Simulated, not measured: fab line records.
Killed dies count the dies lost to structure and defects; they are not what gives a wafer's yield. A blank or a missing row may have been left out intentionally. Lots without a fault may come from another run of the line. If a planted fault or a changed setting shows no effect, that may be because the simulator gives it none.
fab line records -- flow sfqLine
record lots=6, wafers=18, lastDay=75
route steps=325 shown I3@144 M4@148
lots with no fault: from the same line, run without faults
startH: the number of hours between the record's first day and the start of the first shown wafer of the lot -- waitH: hours since the lot's step before -- " same as the row above -- L1.1+2: a single row standing in for several wafers -- - either no value or no given start -- * or withheld: withheld -- < > ~ a bound
route shown NAME@n: a module of which the file shows steps, and the number in the route of the first -- usual: average and standard deviation across the fault-free wafers -- same: alike in all rows -- chamber/n: place in a boat -- sites: each site's reading -- _std_site: their standard deviation -- _edge_site: mean of outer sites minus mean of inner sites -- radiusMm: how far each site lies from the wafer's centre -- mask NAME#n: copy n -- behind: the tool/chamber that last shaped the wafer -- hold: what put the lot on hold/how long, in hours/how the hold closed -- device: transistor that didn't switch, given as n, p or np -- end of line: tests run on the same wafers once the route is complete -- where a step has no rows: the recipe by itself -- killed: at the first sort, the dies lost to defects and structure; wafer yield is something else -- map: a wafer's dies, x killed, . not, _ none there
set.NAME: the run value of the setting; set.NAME@STEP: its run value at that earlier step -- model.NAME: the simulator's own value behind a step, which no gauge read
a table for each step, a row for each wafer; lots at some steps of the route
services: the hour from which a tool's chamber was out of use, counted from the record's first day as startH (under 0 if before that day), plus the number of hours and why
## steps
# step SFQ_TRILAYER_I3_VIA_BARC_OPEN_VIA_ETCH_121
# recipe maskMaterial=PR, chemistry=O2, targetDepthNm=125, target=BARC, sourceW=500, biasW=80, pressureMtorr=30, timeS=41.7
# usual drypumpMotorCurrentA=5.6/0.34, oesProductAu=0.686/0.0049, rfFwdPowerW=494.0/1.8
lot.wafer,tool,chamber,startH,waitH,drypumpMotorCurrentA,oesProductAu,rfFwdPowerW,rfHoursCounterH
L104.4,rieDiel-02,2,763.79,0.0,6.0,0.696,495.9,-
L104.5,rieDiel-02,0,763.79,0.0,5.7,0.678,494.7,-
L104.6,rieDiel-02,1,763.79,0.0,5.2,0.687,494.0,-
L106.3,rieDiel-02,1,775.77,0.0,5.1,0.685,496.0,12
L106.4,rieDiel-02,2,775.77,0.0,6.0,0.690,494.0,7
L106.6,rieDiel-02,2,775.77,0.0,6.0,0.684,492.0,-
L116.1,rieDiel-02,3,895.90,0.0,6.0,0.686,492.0,13
L116.3,rieDiel-02,1,895.90,0.0,5.2,0.682,494.5,14
L116.6,rieDiel-02,0,895.90,0.0,5.7,0.695,494.7,-
L118.1,rieDiel-03,0,900.73,0.0,6.0,0.684,493.6,5
L118.3,rieDiel-03,2,900.73,0.0,5.5,0.688,493.0,11
L118.4,rieDiel-03,1,900.73,0.0,5.4,0.689,496.6,20
L122.2,rieDiel-02,0,953.50,0.0,5.7,0.684,496.0,5
L122.4,rieDiel-02,1,953.50,0.0,5.2,0.683,495.1,16
L122.5,rieDiel-02,2,953.50,0.0,6.0,0.684,492.7,-
L124.2,rieDiel-01,2,976.40,0.0,5.7,0.685,494.9,17
L124.3,rieDiel-01,3,976.40,0.0,5.4,0.683,491.3,13
L124.6,rieDiel-01,0,976.40,0.0,5.2,0.694,492.2,-
# step SFQ_TRILAYER_I3_VIA_ETCH_VIA_ETCH_088
# recipe target=SiO2, stopOn=Nb, maskMaterial=PR, taperDeg=20, chemistry=CHF3, targetDepthNm=260, sourceW=500, biasW=80, pressureMtorr=30, timeS=withheld
# usual drypumpMotorCurrentA=5.6/0.34, oesProductAu=0.855/0.0051, rfFwdPowerW=497.8/1.5
lot.wafer,tool,chamber,startH,waitH,drypumpMotorCurrentA,oesProductAu,rfFwdPowerW
L104.4,rieDiel-02,2,763.87,0.1,6.0,0.855,497.8
L104.5,rieDiel-02,0,763.87,0.1,5.7,0.844,496.0
L104.6,rieDiel-02,1,763.87,0.1,5.2,0.856,496.6
L106.3,rieDiel-02,1,775.81,0.0,5.1,0.853,498.9
L106.4,rieDiel-02,2,775.81,0.0,6.0,0.861,498.4
L106.6,rieDiel-02,2,775.81,0.0,6.0,0.850,499.2
L116.1,rieDiel-02,3,895.94,0.0,6.0,0.867,494.5
L116.3,rieDiel-02,1,895.94,0.0,5.1,0.854,498.7
L116.6,rieDiel-02,0,895.94,0.0,5.7,0.858,498.9
L118.1,rieDiel-03,0,900.77,0.0,6.0,0.857,497.9
L118.3,rieDiel-03,2,900.77,0.0,5.5,0.860,497.3
L118.4,rieDiel-03,1,900.77,0.0,5.4,0.859,496.9
L122.2,rieDiel-02,0,953.54,0.0,5.7,0.860,494.2
L122.4,rieDiel-02,1,953.54,0.0,5.1,0.853,497.3
L122.5,rieDiel-02,2,953.54,0.0,6.0,0.860,499.9
L124.2,rieDiel-01,2,976.44,0.0,5.6,0.859,498.0
L124.3,rieDiel-01,3,976.44,0.0,5.4,0.866,496.2
L124.6,rieDiel-01,0,976.44,0.0,5.2,0.856,497.9
# step SFQ_TRILAYER_I3_VIA_STRIP_STRIP_089
# recipe gas=O2, powerW=200, platenTempC=40, overashFraction=0.65, chemistry=O2, pressureMtorr=50
# usual drypumpMotorCurrentA=5.87/0.2, oesProductAu=0.995/0.0088
lot.wafer,tool,chamber,startH,waitH,drypumpMotorCurrentA,oesProductAu,rfHoursCounterH
L104.4,rieMetal-03,1,764.52,-,5.95,0.996,-
L104.5,rieMetal-03,1,764.52,-,5.94,0.985,-
L104.6,rieMetal-03,1,764.52,-,5.96,0.988,-
L106.3,rieMetal-02,1,776.19,-,6.26,1.007,-
L106.4,rieMetal-02,0,776.19,-,5.63,1.006,-
L106.6,rieMetal-02,1,776.19,-,6.25,1.001,-
L116.1,rieMetal-02,0,896.05,-,5.61,0.993,129
L116.3,rieMetal-02,0,896.05,-,5.63,0.998,-
L116.6,rieMetal-02,0,896.05,-,5.62,0.997,-
L118.1,rieMetal-02,0,900.88,-,5.63,0.992,130
L118.3,rieMetal-02,1,900.88,-,6.23,0.991,-
L118.4,rieMetal-02,0,900.88,-,5.62,0.991,-
L122.2,rieMetal-01,0,953.65,-,5.74,0.992,11
L122.4,rieMetal-01,0,953.65,-,5.76,1.006,-
L122.5,rieMetal-01,1,953.65,-,5.86,0.985,-
L124.2,rieMetal-01,1,976.55,-,5.85,0.984,152
L124.3,rieMetal-01,1,976.55,-,5.86,0.988,-
L124.6,rieMetal-01,0,976.55,-,5.76,0.997,-
# step SFQ_TRILAYER_I3_VIA_STRIP_SOLV_CLEAN_090
# recipe chemistry=NMP, tempC=70, timeS=600
# step SFQ_TRILAYER_M4_DEP_PRE_CLEAN_092
# recipe gas=Ar, timeS=22.5, biasV=250
# step SFQ_TRILAYER_M4_DEP_SPUTTER_091
# recipe material=Nb, basePressurePa=1.33e-06, chamberPressurePa=0.1333, substrateTempC=20, resputterCathodeVoltageV=400, targetThkNm=200, powerW=2000, timeS=133.3
# usual throttleValvePct=30.1/0.67
lot.wafer,tool,chamber,startH,waitH,throttleValvePct
L104.4,pvdSputter-04,-,765.33,0.0,30.1
L104.5,pvdSputter-04,-,765.33,0.0,30.0
L104.6,pvdSputter-04,-,765.33,0.0,30.6
L106.3,pvdSputter-03,-,777.10,0.0,29.8
L106.4,pvdSputter-03,-,777.10,0.0,28.8
L106.6,pvdSputter-03,-,777.10,0.0,28.9
L116.1,pvdSputter-05,-,896.85,0.0,30.2
L116.3,pvdSputter-05,-,896.85,0.0,30.8
L116.6,pvdSputter-05,-,896.85,0.0,30.9
L118.1,pvdSputter-05,-,901.69,0.0,31.1
L118.3,pvdSputter-05,-,901.69,0.0,31.1
L118.4,pvdSputter-05,-,901.69,0.0,30.2
L122.2,pvdSputter-03,-,954.45,0.0,29.1
L122.4,pvdSputter-03,-,954.45,0.0,30.0
L122.5,pvdSputter-03,-,954.45,0.0,29.0
L124.2,pvdSputter-05,-,977.35,0.0,30.9
L124.3,pvdSputter-05,-,977.35,0.0,31.1
L124.6,pvdSputter-05,-,977.35,0.0,31.1
# step SFQ_M4_RS_MEAS_924
# recipe thkMeasGauge=four-point-probe, reads=Nb_of_TRILAYER_M4_DEP_SPUTTER_091
# usual M4_NB_RS=0.892/0.011
lot.wafer,tool,chamber,startH,waitH,M4_NB_RS[ohm/sq]
L104.4,filmMetro-01,-,765.48,0.1,0.902
L104.5,filmMetro-01,-,765.48,0.1,0.904
L104.6,filmMetro-01,-,765.48,0.1,0.899
L106.3,filmMetro-02,-,777.23,0.1,0.867
L106.4,filmMetro-02,-,777.23,0.1,0.874
L106.6,filmMetro-02,-,777.23,0.1,0.871
L116.1,filmMetro-03,-,896.94,0.0,0.894
L116.3,filmMetro-03,-,896.94,0.0,0.901
L116.6,filmMetro-03,-,896.94,0.0,0.902
L118.1,filmMetro-01,-,901.78,0.0,0.901
L118.3,filmMetro-01,-,901.78,0.0,0.899
L118.4,filmMetro-01,-,901.78,0.0,0.889
L122.2,filmMetro-03,-,954.56,0.1,0.880
L122.4,filmMetro-03,-,954.56,0.1,0.877
L122.5,filmMetro-03,-,954.56,0.1,0.878
L124.2,filmMetro-01,-,977.46,0.1,0.903
L124.3,filmMetro-01,-,977.46,0.1,0.913
L124.6,filmMetro-01,-,977.46,0.1,0.900
# step SFQ_TRILAYER_M4_LITHO_COAT_098
# recipe resist=BARC, spinRpm=3000, resistThkNm=62
# step SFQ_TRILAYER_M4_LITHO_COAT_093
# recipe resist=KrF, spinRpm=3000, resistThkNm=600
# step SFQ_TRILAYER_M4_LITHO_SOFTBAKE_097
# recipe tempC=withheld, timeS=withheld, resist=KrF
# step SFQ_TRILAYER_M4_LITHO_EXPOSE_094
# recipe maskId=M4, na=0.6, sourceShape=conventional, sigmaOuter=0.65, targetCdNm=500, doseMj=14.4
# step SFQ_TRILAYER_M4_LITHO_PEB_096
# recipe pebTempC=115, pebTimeS=60, resist=KrF
# usual heaterPowerTotalW=79.16/0.059, plateTempC=114.98/0.13
lot.wafer,tool,chamber,startH,waitH,heaterPowerTotalW,plateTempC
L104.4,lithoTrack-03,0,823.61,0.5,79.09,114.81
L104.5,lithoTrack-03,0,823.61,0.5,79.15,114.81
L104.6,lithoTrack-03,0,823.61,0.5,79.20,114.68
L106.3,lithoTrack-02,0,831.98,0.7,79.03,115.13
L106.4,lithoTrack-02,0,831.98,0.7,79.12,114.92
L106.6,lithoTrack-02,0,831.98,0.7,79.17,115.11
L116.1,lithoTrack-02,0,956.76,1.0,70.13,105.07
L116.3,lithoTrack-02,0,956.76,1.0,70.18,105.15
L116.6,lithoTrack-02,0,956.76,1.0,70.13,105.20
L118.1,lithoTrack-02,0,961.56,1.0,70.05,105.37
L118.3,lithoTrack-02,0,961.56,1.0,70.01,105.25
L118.4,lithoTrack-02,0,961.56,1.0,70.20,105.08
L122.2,lithoTrack-03,0,1024.62,0.8,79.16,114.80
L122.4,lithoTrack-03,0,1024.62,0.8,79.10,114.89
L122.5,lithoTrack-03,0,1024.62,0.8,79.18,115.05
L124.2,lithoTrack-03,0,1048.17,0.8,79.22,114.98
L124.3,lithoTrack-03,0,1048.17,0.8,78.99,115.25
L124.6,lithoTrack-03,0,1048.17,0.8,79.13,114.93
# step SFQ_TRILAYER_M4_LITHO_DEVELOP_095
# recipe timeS=60, resist=KrF
## services
tool,chamber,startH,hours,kind
pvdSputter-05,-,757.01,7.8,repair
rieDiel-02,3,762.68,6.5,repair
pvdSputter-05,-,764.06,9.4,repair
rieMetal-01,-,768.60,1.4,pm
rieDiel-01,-,775.72,0.4,repair
rieDiel-01,3,781.64,6.8,repair
rieDiel-01,-,817.35,4.3,pm
rieMetal-01,-,825.22,0.3,repair
rieDiel-03,3,830.64,19.1,repair
pvdSputter-03,-,837.28,3.4,repair
rieMetal-01,1,837.49,19.2,repair
rieDiel-01,3,837.76,5.8,repair
rieDiel-03,3,861.21,1.3,repair
rieMetal-01,-,869.04,2.8,pm
rieDiel-02,0,891.35,4.0,repair
rieMetal-01,-,907.49,0.7,repair
rieMetal-02,1,915.54,1.7,repair
pvdSputter-03,-,916.43,0.7,repair
rieDiel-02,2,923.01,8.2,repair
rieMetal-02,-,924.60,1.2,repair
pvdSputter-05,-,925.71,0.5,repair
pvdSputter-05,-,980.38,0.8,repair
rieMetal-02,1,1035.46,8.2,repair
pvdSputter-05,-,1044.69,0.5,repair
## key
firstSign step=SFQ_TRILAYER_M4_LITHO_PEB_096, reading=heaterPowerTotalW, direction=down, sigmas=99+, usual=79.16, struck=70.12
effect step=SFQ_TRILAYER_M4_LITHO_PEB_096, reading=plateTempC, direction=down, sigmas=78, usual=*, struck=*
metAt SFQ_TRILAYER_M4_LITHO_PEB_096
struckWafers L116.1,L116.3,L116.6,L118.1,L118.3,L118.4
onsetBetween 831.98 956.76
fault kind=processParameterDrift, tool=lithoTrack-02, chamber=-, onsetH=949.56, steps=SFQ_TRILAYER_M4_LITHO_PEB_096, channel=pebTempC, offset=*, shape=step, endH=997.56, actsIn=*, stated=*
